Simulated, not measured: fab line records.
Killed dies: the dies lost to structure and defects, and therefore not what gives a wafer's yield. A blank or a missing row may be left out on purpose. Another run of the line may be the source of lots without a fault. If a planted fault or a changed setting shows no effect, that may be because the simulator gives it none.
Which of the tools did it?	flow gf180mcu	7 lots with 21 wafers sampled at 2 steps, on a route of 602 steps

== WHAT THE GAUGES SHOWED, per wafer ==
GF_M4_CD_MEAS_14 targets a cd of 280 nm.
lot	measured	on	cd nm (nm)
L402	day 24 03:30	cd sem-01	279.4 281.7 280.2
L405	day 25 08:43	cd sem-02	280.8 280.7 280.3
L407	day 26 00:05	cd sem-02	281.6 282.6 281.4
L410	day 26 19:18	cd sem-02	278.6 279.9 279.1
L412	day 27 15:56	cd sem-01	279.8 279.8 278.5
L414	day 27 22:31	cd sem-01	278.7 280.0 280.2
L423	day 30 10:24	cd sem-01	278.3 278.7 279.1

== WHICH TOOL RAN EACH LOT (tool, then ch and the chambers of the sampled wafers, then the start) ==
lot	GF_STI_ETCH_14
L402	rie si-01 ch 1,2, day 2 11:10
L405	rie si-01 ch 1,2, day 3 04:01
L407	rie si-02 ch 0,1, day 3 16:31
L410	rie si-01 ch 0,1,2, day 4 05:16
L412	rie si-02 ch 0,1,3, day 4 14:28
L414	rie si-02 ch 0,2,3, day 5 03:12
L423	rie si-01 ch 0,1,2, day 6 23:49
- GF_STI_ETCH_14: etches Si in HBr/Cl2/O2, target depth 360 nm, time 102.9 s.

== THE ANSWER, worked out from the rows above alone ==
Rule: the lots themselves supply what counts as usual. Put in order of their means at a reading, lots are off if they are a third of the lots or fewer, leave a main group of 4 or more, and stand apart from it by a gap of 3 or more times the standard deviation of the main group's means; of several such gaps the widest counts. Not used: any main group whose means are identical at the precision the tables above print for the reading. Also off: a lot with no number at a reading for which 4 or more lots have one. Any other lot the step has rows for is counted as sound.
Across all readings shown, no lot is off: no conclusion can be drawn from this.

== WHAT WAS PUT IN BY THE SIMULATOR ==
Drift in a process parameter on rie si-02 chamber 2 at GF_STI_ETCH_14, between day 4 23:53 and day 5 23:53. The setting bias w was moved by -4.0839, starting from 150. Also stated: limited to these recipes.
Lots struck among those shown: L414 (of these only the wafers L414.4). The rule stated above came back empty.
